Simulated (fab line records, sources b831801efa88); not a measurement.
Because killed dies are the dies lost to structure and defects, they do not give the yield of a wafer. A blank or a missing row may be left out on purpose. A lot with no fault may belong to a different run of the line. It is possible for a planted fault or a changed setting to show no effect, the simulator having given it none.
fab line records ; flow sky130
record lots=6; wafers=18; lastDay=50
route steps=708 shown LI_CONTACT@365 PAD_OPEN@708
lots that met no fault: taken from a fault-free run of the same line
startH: hours from the record's opening day to when the first of the lot's shown wafers began ; waitH: hours from the lot's prior step to this one ; " as in the row above ; L1.1+2: one row covering several wafers at once ; - either no value or no given start ; * or withheld: withheld ; < > ~ a bound
route shown NAME@n: names a module that has steps shown in the file, with the first one's number in the route ; usual: the fault-free wafers' mean and standard deviation ; same: alike in all rows ; chamber/n: place in a boat ; sites: each site's reading ; _std_site: the values' standard deviation ; _edge_site: mean of outer sites minus mean of inner sites ; radiusMm: for every site, how far away it sits from the centre of the wafer ; mask NAME#n: copy n ; behind: tool/chamber where the wafer was last shaped ; hold: why the lot went on hold/how many hours it stayed there/how the hold came to an end ; device: names the non-switching transistor (n, p or np) ; end of line: tests run on the same wafers once the route is complete ; where a step has no rows: the recipe by itself ; killed: count of dies lost to structure and defects at first sort (not the wafer's yield) ; map: shows each die of a wafer: x if killed, . if not, _ if none is there
set.NAME: the setting as run; set.NAME@STEP: as run at that earlier step ; model.NAME: the simulator's own value behind a step, which no gauge read
lots at some steps of the route; a table a step, a row a wafer
services: the hour from which a tool's chamber was out of use, counted from the record's first day as startH (under 0 if before that day), plus the number of hours and why
## steps
# step SKY_LI_CONTACT_BOW_MEAS_03
# recipe mode=bow
# usual LI_CONTACT_BOW=56/6.5
lot.wafer;tool;chamber;startH;waitH;LI_CONTACT_BOW[um]
L483.1;filmMetro-04;-;668.94;0.2;55
L483.4;filmMetro-04;-;668.94;0.2;56
L483.6;filmMetro-04;-;668.94;0.2;73
L494.3;filmMetro-04;-;776.40;0.2;54
L494.4;filmMetro-04;-;776.40;0.2;61
L494.5;filmMetro-04;-;776.40;0.2;55
L495.1;filmMetro-03;-;783.40;0.2;55
L495.2;filmMetro-03;-;783.40;0.2;61
L495.3;filmMetro-03;-;783.40;0.2;49
L498.1;filmMetro-02;-;797.95;0.1;68
L498.3;filmMetro-02;-;797.95;0.1;69
L498.5;filmMetro-02;-;797.95;0.1;54
L497.1;filmMetro-02;-;801.65;0.1;63
L497.4;filmMetro-02;-;801.65;0.1;51
L497.5;filmMetro-02;-;801.65;0.1;51
L501.3;filmMetro-04;-;817.32;0.1;72
L501.5;filmMetro-04;-;817.32;0.1;58
L501.6;filmMetro-04;-;817.32;0.1;49
# step SKY_LI_CONTACT_DEHYDRATE_04
# recipe tempC=200; timeS=60
# step SKY_LI_CONTACT_HMDS_05
# recipe primeTimeS=60; primeTempC=120
# step SKY_LI_CONTACT_COAT_06
# recipe resist=BARC; tempC=withheld; timeS=withheld; spinRpm=3000; resistThkNm=60
# step SKY_LI_CONTACT_COAT_07
# recipe resist=KrF-thick; spinRpm=3000; resistThkNm=450
# step SKY_LI_CONTACT_SOFTBAKE_08
# recipe tempC=100; timeS=90; resist=KrF-thick
# step SKY_LI_CONTACT_EXPOSE_09
# recipe maskId=LICM1; na=0.8; sourceShape=annular; sigmaInner=0.55; sigmaOuter=0.85; targetCdNm=170; doseMj=38
# step SKY_LI_CONTACT_PEB_10
# recipe pebTempC=withheld; pebTimeS=withheld; resist=KrF-thick
# step SKY_LI_CONTACT_DEVELOP_11
# recipe developTimeS=60; resist=KrF-thick; devTempC=21
# step SKY_LI_CONTACT_CD_MEAS_12
# recipe targetCdNm=170
# usual cdNm=169.7/1.6
lot.wafer;tool;chamber;startH;waitH;cdNm
L483.1;cdSem-01;-;697.02;-;170.6
L483.4;cdSem-01;-;697.02;-;170.7
L483.6;cdSem-01;-;697.02;-;170.5
L494.3;cdSem-01;-;802.61;-;168.8
L494.4;cdSem-01;-;802.61;-;169.5
L494.5;cdSem-01;-;802.61;-;169.3
L495.1;cdSem-02;-;809.52;-;167.6
L495.2;cdSem-02;-;809.52;-;168.2
L495.3;cdSem-02;-;809.52;-;165.3
L498.1;cdSem-01;-;824.64;-;169.9
L498.3;cdSem-01;-;824.64;-;169.6
L498.5;cdSem-01;-;824.64;-;170.4
L497.1;cdSem-02;-;828.73;-;171.4
L497.4;cdSem-02;-;828.73;-;170.1
L497.5;cdSem-02;-;828.73;-;169.8
L501.3;cdSem-02;-;843.07;-;170.1
L501.5;cdSem-02;-;843.07;-;170.6
L501.6;cdSem-02;-;843.07;-;170.8
# step SKY_LI_CONTACT_OVL_MEAS_13
# usual LI_CONTACT_OVL=-4/6.2
lot.wafer;tool;chamber;startH;waitH;LI_CONTACT_OVL[nm]
L483.1;overlay-02;-;697.14;0.1;-7
L483.4;overlay-02;-;697.14;0.1;-17
L483.6;overlay-02;-;697.14;0.1;-11
L494.3;overlay-01;-;802.70;0.1;3
L494.4;overlay-01;-;802.70;0.1;-6
L494.5;overlay-01;-;802.70;0.1;-1
L495.1;overlay-02;-;809.64;0.1;-13
L495.2;overlay-02;-;809.64;0.1;-6
L495.3;overlay-02;-;809.64;0.1;-10
L498.1;overlay-02;-;824.76;0.1;-5
L498.3;overlay-02;-;824.76;0.1;3
L498.5;overlay-02;-;824.76;0.1;4
L497.1;overlay-02;-;828.85;0.1;-3
L497.4;overlay-02;-;828.85;0.1;-6
L497.5;overlay-02;-;828.85;0.1;-3
L501.3;overlay-01;-;843.16;0.1;-10
L501.5;overlay-01;-;843.16;0.1;-6
L501.6;overlay-01;-;843.16;0.1;2
# step SKY_LI_CONTACT_ETCH_14
# recipe chemistry=N2/H2; target=BARC; ionEnergyEv=200; sourceW=500; biasW=100; pressureMtorr=30; n2FlowSccm=100; h2FlowSccm=200; stopOn=SiO2; timeS=45.9; targetDepthA=600
# usual biasW=99.97/0.3; drypumpMotorCurrentA=5.62/0.26; oesProductAu=0.856/0.0045; throttleValvePct=13.224/0.008
# same timeS=45.9
lot.wafer;tool;chamber;startH;waitH;biasW;drypumpMotorCurrentA;oesProductAu;rfHoursCounterH;throttleValvePct
L483.1;rieDiel-01;0;697.18;0.0;99.50;6.03;0.849;25;13.238
L483.4;rieDiel-01;2;697.18;0.0;99.53;5.69;0.848;1;13.234
L483.6;rieDiel-01;2;697.18;0.0;100.06;5.66;0.856;-;13.235
L494.3;rieDiel-01;3;802.73;0.0;100.54;5.48;0.851;4;13.218
L494.4;rieDiel-01;2;802.73;0.0;100.24;5.67;0.860;3;13.241
L494.5;rieDiel-01;1;802.73;0.0;99.96;5.73;0.852;-;13.228
L495.1;rieDiel-01;3;809.68;0.0;100.15;5.47;0.856;4;13.228
L495.2;rieDiel-01;1;809.68;0.0;99.67;5.75;0.856;24;13.233
L495.3;rieDiel-01;2;809.68;0.0;99.87;5.66;0.855;4;13.227
L498.1;rieDiel-04;2;824.79;0.0;99.58;5.13;0.853;11;13.233
L498.3;rieDiel-04;0;824.79;0.0;100.37;5.92;0.861;7;13.227
L498.5;rieDiel-04;2;824.79;0.0;100.21;5.10;0.857;-;13.209
L497.1;rieDiel-03;1;828.89;0.0;100.04;5.40;0.858;15;13.224
L497.4;rieDiel-03;2;828.89;0.0;100.28;5.52;0.856;10;13.212
L497.5;rieDiel-03;3;828.89;0.0;100.04;5.56;0.863;-;13.236
L501.3;rieDiel-04;0;843.19;0.0;100.29;5.96;0.857;8;13.220
L501.5;rieDiel-04;1;843.19;0.0;99.87;6.17;0.850;-;13.230
L501.6;rieDiel-04;2;843.19;0.0;100.12;5.14;0.855;-;13.212
# step SKY_LI_CONTACT_ETCH_15
# recipe target=PSG; chemistry=C4F8/O2/Ar; stopOn=Si; taperDeg=4.15; maskMaterial=KrF-thick; sourceW=1500; biasW=1200; pressureMtorr=40; c4f8FlowSccm=withheld; O2_flow_sccm=6; Ar_flow_sccm=300; timeS=withheld; targetDepthA=6000
# usual biasW=1199/4; oesProductAu=0.836/0.0044
lot.wafer;tool;chamber;startH;waitH;biasW;oesProductAu;model.KrF-thick_of_LI_CONTACT_COAT_07.thkNm
L483.1;rieDiel-01;0;697.22;0.0;1203;0.837;228.3
L483.4;rieDiel-01;2;697.22;0.0;1201;0.842;228
L483.6;rieDiel-01;2;697.22;0.0;1207;0.838;228
L494.3;rieDiel-01;3;802.77;0.0;1196;0.837;233.5
L494.4;rieDiel-01;2;802.77;0.0;1201;0.829;228.7
L494.5;rieDiel-01;1;802.77;0.0;941;0.835;243.6
L495.1;rieDiel-01;3;809.72;0.0;1207;0.835;229.9
L495.2;rieDiel-01;1;809.72;0.0;944;0.841;242.9
L495.3;rieDiel-01;2;809.72;0.0;1198;0.840;226.8
L498.1;rieDiel-04;2;824.84;0.0;1198;0.831;228
L498.3;rieDiel-04;0;824.84;0.0;1202;0.835;230.6
L498.5;rieDiel-04;2;824.84;0.0;1198;0.831;226.7
L497.1;rieDiel-03;1;828.93;0.0;1190;0.829;230.6
L497.4;rieDiel-03;2;828.93;0.0;1198;0.839;229.5
L497.5;rieDiel-03;3;828.93;0.0;1190;0.834;230.2
L501.3;rieDiel-04;0;843.23;0.0;1200;0.831;234.3
L501.5;rieDiel-04;1;843.23;0.0;1201;0.830;228.4
L501.6;rieDiel-04;2;843.23;0.0;1205;0.840;229.1
# step SKY_LI_CONTACT_STRIP_16
# recipe chemistry=O2/N2; powerW=1400; pressureMtorr=1500; platenTempC=withheld; o2FlowSccm=3000; n2FlowSccm=300; overashFraction=0.5
# usual drypumpMotorCurrentA=5.9/0.4; oesProductAu=0.375/0.0048; stripTimeToEndpointS=3.485/0.025
lot.wafer;tool;chamber;startH;waitH;drypumpMotorCurrentA;oesProductAu;rfHoursCounterH;stripTimeToEndpointS
L483.1;plasmaAsher-02;1;697.31;-;6.1;0.372;27;3.467
L483.4;plasmaAsher-02;1;697.31;-;6.1;0.381;-;3.451
L483.6;plasmaAsher-02;1;697.31;-;6.1;0.376;-;3.459
L494.3;plasmaAsher-03;0;802.89;-;6.5;0.378;-;3.525
L494.4;plasmaAsher-03;1;802.89;-;5.8;0.374;-;3.468
L494.5;plasmaAsher-03;1;802.89;-;5.8;0.381;-;3.621
L495.1;plasmaAsher-02;1;809.81;-;6.1;0.378;38;3.490
L495.2;plasmaAsher-02;0;809.81;-;5.3;0.381;38;3.606
L495.3;plasmaAsher-02;1;809.81;-;6.1;0.371;-;3.442
L498.1;plasmaAsher-03;0;824.92;-;6.5;0.368;9;3.446
L498.3;plasmaAsher-03;1;824.92;-;5.8;0.376;-;3.491
L498.5;plasmaAsher-03;1;824.92;-;5.8;0.369;-;3.457
L497.1;plasmaAsher-03;1;829.01;-;5.8;0.374;9;3.485
L497.4;plasmaAsher-03;0;829.01;-;6.5;0.383;-;3.475
L497.5;plasmaAsher-03;0;829.01;-;6.5;0.381;-;3.489
L501.3;plasmaAsher-03;1;843.35;-;5.8;0.369;-;3.526
L501.5;plasmaAsher-03;0;843.35;-;6.5;0.372;-;3.457
L501.6;plasmaAsher-03;1;843.35;-;5.8;0.375;-;3.465
# step SKY_LI_CONTACT_CLEAN_17
# recipe chemistry=NMP; timeS=600; tempC=60; dry=n2Spin
# step SKY_PAD_OPEN_PROBE_99
# usual killed_at_M0_to_M3=42/6.4; killed_at_M4_up=3.0/2; killedAtContacts=24/5.2; killedAtFrontEnd=14/4.2; killedAtOther=0.4/0.72; killedDies=84/9; killedOpen=46/6.6; killedShort=38/6
# same grossDies=492; killedAtBackSide=0
lot.wafer;tool;chamber;startH;waitH;killed_at_M0_to_M3;killed_at_M4_up;killedAtContacts;killedAtFrontEnd;killedAtOther;killedDies;killedOpen;killedShort;model.etest.liconPdiff.rcOhm;model.etest.liconNdiff.rcOhm;model.etest.liconPoly.rcOhm
L483.1;prober-02;-;1092.25;0.1;39;2;24;16;1;82;55;27;579.6;180.4;148.8
L483.4;prober-02;-;1092.40;0.2;45;4;28;19;0;96;54;42;589.7;176.3;156.8
L483.6;prober-02;-;1092.50;0.2;30;0;36;7;0;73;37;36;576;184.1;151.7
L494.3;prober-02;-;1164.94;0.2;41;3;29;16;1;90;52;37;588.8;180.6;156.2
L494.4;prober-02;-;1164.99;0.2;35;7;26;13;0;81;42;39;581.9;182.4;158.7
L494.5;prober-02;-;1165.04;0.2;49;4;24;13;0;90;51;39;626.2;197.2;161.9
L495.1;prober-02;-;1172.51;0.1;47;0;25;21;1;94;53;41;584.4;183.6;157
L495.2;prober-02;-;1172.56;0.1;41;3;25;19;0;88;47;41;651;194.8;165.3
L495.3;prober-02;-;1172.61;0.2;51;2;36;12;0;101;48;53;606.3;190;159.9
L498.1;prober-01;-;1181.00;0.1;39;4;25;25;0;93;41;51;573.3;183;155.5
L498.3;prober-01;-;1181.10;0.2;49;5;23;16;0;93;52;41;598.8;181.3;154.9
L498.5;prober-01;-;1181.20;0.2;41;2;22;12;0;77;58;18;586.9;178.4;148.9
L497.1;prober-02;-;1183.58;0.1;27;3;20;10;0;60;31;29;589.6;185;150.5
L497.4;prober-02;-;1183.73;0.2;47;0;30;9;0;86;46;40;591.7;175.7;148.3
L497.5;prober-02;-;1183.78;0.2;49;0;29;10;1;89;46;42;595.8;177.7;148.2
L501.3;prober-01;-;1194.04;0.2;43;3;18;17;0;81;35;46;604.5;188;149.8
L501.5;prober-01;-;1194.14;0.2;56;1;23;16;1;97;54;43;587.7;181.5;151.1
L501.6;prober-01;-;1194.19;0.2;50;2;25;17;0;94;56;38;594;182.1;146.6
# killed by level:class
L483.1 VIA1:geometricParticle:open=12 CONTACT:geometricParticle:open=9 VIA3:geometricParticle:open=7 VIA2:geometricParticle:open=7 LI_CONTACT:geometricParticle:open=5 LOCAL_INTERCONNECT:geometricParticle:short=5 FIELD_ISO:geometricParticle:open=4 POLY_GATE:geometricParticle:open=4
L483.4 CONTACT:geometricParticle:open=9 FIELD_ISO:geometricParticle:open=8 LI_CONTACT:geometricParticle:open=8 LOCAL_INTERCONNECT:geometricParticle:short=7 VIA3:geometricParticle:open=7 VIA2:geometricParticle:short=7 VIA1:geometricParticle:short=6 METAL2:geometricParticle:short=6
L483.6 CONTACT:geometricParticle:open=11 LI_CONTACT:geometricParticle:open=8 LOCAL_INTERCONNECT:geometricParticle:short=8 CONTACT:geometricParticle:short=7 METAL1:geometricParticle:short=7 VIA1:geometricParticle:open=6 METAL2:geometricParticle:short=5 VIA2:geometricParticle:open=4
L494.3 VIA1:geometricParticle:open=11 LI_CONTACT:geometricParticle:open=8 CONTACT:geometricParticle:open=7 VIA2:geometricParticle:short=7 VIA2:geometricParticle:open=7 VIA3:geometricParticle:open=6 LOCAL_INTERCONNECT:geometricParticle:short=5 CONTACT:geometricParticle:short=5
L494.4 METAL1:geometricParticle:short=7 LI_CONTACT:geometricParticle:open=7 VIA1:geometricParticle:open=7 CONTACT:geometricParticle:short=7 CONTACT:geometricParticle:open=7 VIA2:geometricParticle:open=5 METAL4:geometricParticle:short=5 FIELD_ISO:geometricParticle:open=4
L494.5 VIA2:geometricParticle:open=10 CONTACT:geometricParticle:open=8 VIA1:geometricParticle:open=8 FIELD_ISO:geometricParticle:open=6 LI_CONTACT:geometricParticle:open=6 METAL1:geometricParticle:short=6 LOCAL_INTERCONNECT:geometricParticle:short=5 METAL2:geometricParticle:short=5
L495.1 CONTACT:geometricParticle:open=12 VIA3:geometricParticle:open=9 LI_CONTACT:geometricParticle:open=7 VIA1:geometricParticle:open=7 VIA1:geometricParticle:short=6 FIELD_ISO:geometricParticle:short=5 METAL3:geometricParticle:short=5 METAL1:geometricParticle:short=5
L495.2 CONTACT:geometricParticle:open=10 VIA1:geometricParticle:open=9 LI_CONTACT:geometricParticle:open=7 VIA1:geometricParticle:short=7 LOCAL_INTERCONNECT:geometricParticle:short=6 VIA2:geometricParticle:open=6 METAL1:geometricParticle:short=5 VIA3:geometricParticle:open=5
L495.3 VIA1:geometricParticle:open=10 LI_CONTACT:geometricParticle:open=9 CONTACT:geometricParticle:open=8 METAL1:geometricParticle:short=7 CONTACT:geometricParticle:short=7 METAL2:geometricParticle:short=7 LI_CONTACT:geometricParticle:short=6 VIA3:geometricParticle:open=6
L498.1 CONTACT:geometricParticle:open=12 VIA1:geometricParticle:open=8 VIA3:geometricParticle:short=7 FIELD_ISO:geometricParticle:short=6 CONTACT:geometricParticle:short=5 VIA2:geometricParticle:short=5 VIA3:geometricParticle:open=5 POLY_GATE:geometricParticle:short=4
L498.3 VIA1:geometricParticle:open=11 LI_CONTACT:geometricParticle:open=8 CONTACT:geometricParticle:open=7 VIA2:geometricParticle:open=7 VIA3:geometricParticle:open=6 METAL2:geometricParticle:short=5 POLY_GATE:geometricParticle:short=4 METAL1:geometricParticle:short=4
L498.5 VIA1:geometricParticle:open=17 LI_CONTACT:geometricParticle:open=7 CONTACT:geometricParticle:open=7 VIA2:geometricParticle:open=6 VIA3:geometricParticle:open=5 POLY_GATE:geometricParticle:open=4 FIELD_ISO:geometricParticle:open=3 LOCAL_INTERCONNECT:geometricParticle:open=3
L497.1 VIA1:geometricParticle:open=6 METAL1:geometricParticle:short=6 LI_CONTACT:geometricParticle:open=5 CONTACT:geometricParticle:open=5 METAL2:geometricParticle:short=5 CONTACT:geometricParticle:short=4 FIELD_ISO:geometricParticle:short=3 POLY_GATE:geometricParticle:open=3
L497.4 VIA1:geometricParticle:open=13 VIA2:geometricParticle:open=8 LOCAL_INTERCONNECT:geometricParticle:short=7 VIA3:geometricParticle:open=7 CONTACT:geometricParticle:short=6 CONTACT:geometricParticle:open=6 METAL2:geometricParticle:short=6 LI_CONTACT:geometricParticle:short=5
L497.5 VIA1:geometricParticle:open=8 CONTACT:geometricParticle:open=8 METAL1:geometricParticle:short=8 VIA1:geometricParticle:short=8 VIA3:geometricParticle:open=8 LI_CONTACT:geometricParticle:open=7 METAL2:geometricParticle:short=5 FIELD_ISO:geometricParticle:short=4
L501.3 METAL2:geometricParticle:short=14 LI_CONTACT:geometricParticle:open=9 VIA3:geometricParticle:open=8 POLY_GATE:geometricParticle:short=6 VIA1:geometricParticle:short=4 VIA2:geometricParticle:open=4 METAL3:geometricParticle:short=4 FIELD_ISO:geometricParticle:short=3
L501.5 VIA1:geometricParticle:open=13 VIA1:geometricParticle:short=12 METAL2:geometricParticle:short=11 LI_CONTACT:geometricParticle:open=10 FIELD_ISO:geometricParticle:short=8 CONTACT:geometricParticle:open=8 VIA2:geometricParticle:open=7 FIELD_ISO:geometricParticle:open=5
L501.6 VIA1:geometricParticle:open=12 METAL1:geometricParticle:short=10 LI_CONTACT:geometricParticle:open=9 CONTACT:geometricParticle:open=9 VIA3:geometricParticle:open=6 VIA2:geometricParticle:open=5 FIELD_ISO:geometricParticle:open=4 POLY_GATE:geometricParticle:short=4
## services
tool;chamber;startH;hours;kind
rieDiel-01;3;719.77;1.5;repair
plasmaAsher-03;-;733.75;9.0;pm
plasmaAsher-03;0;733.75;9.0;ventCycle
plasmaAsher-03;1;733.75;9.0;ventCycle
plasmaAsher-03;0;742.75;-;clean
plasmaAsher-03;1;742.75;-;clean
plasmaAsher-02;-;745.85;2.8;pm
rieDiel-03;3;753.62;11.4;repair
rieDiel-01;0;756.41;35.0;repair
rieDiel-03;2;780.34;10.8;repair
rieDiel-01;-;791.40;0.8;repair
rieDiel-04;3;808.26;-;clean
rieDiel-04;3;808.26;22.6;scheduledDown
rieDiel-04;3;808.26;22.6;ventCycle
plasmaAsher-03;-;810.13;3.1;repair
rieDiel-01;0;822.81;-;clean
rieDiel-01;0;822.81;13.9;scheduledDown
rieDiel-01;0;822.81;13.9;ventCycle
## key
firstSign step=SKY_LI_CONTACT_ETCH_15; reading=biasW; direction=down; sigmas=65; usual=1199; struck=943
effect step=SKY_LI_CONTACT_STRIP_16; reading=stripTimeToEndpointS; direction=up; sigmas=5.2; usual=*; struck=*
modelEffect step=SKY_LI_CONTACT_ETCH_15; value=KrF-thick_of_LI_CONTACT_COAT_07.thkNm; without=231.8; struck=243.2
modelEffect step=SKY_PAD_OPEN_PROBE_99; value=etest.liconPdiff.rcOhm; without=605.3; struck=638.6
metAt SKY_LI_CONTACT_ETCH_15
struckWafers L494.5,L495.2
testerLeftOut L494,L495
fault kind=processParameterDrift; tool=rieDiel-01; chamber=1; onsetH=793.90; steps=SKY_LI_CONTACT_ETCH_15; channel=biasW; offset=-256.17; shape=step; endH=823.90; actsIn=theseRecipesOnly; stated=1200
# testerLeftOut: of these lots the tester's yield and bins aren't shown, on N5 and GAA mostly nor the transistor test; their killed dies are dies lost to structure and defects alone, not to doping, threshold or leakage, so they don't give the yield
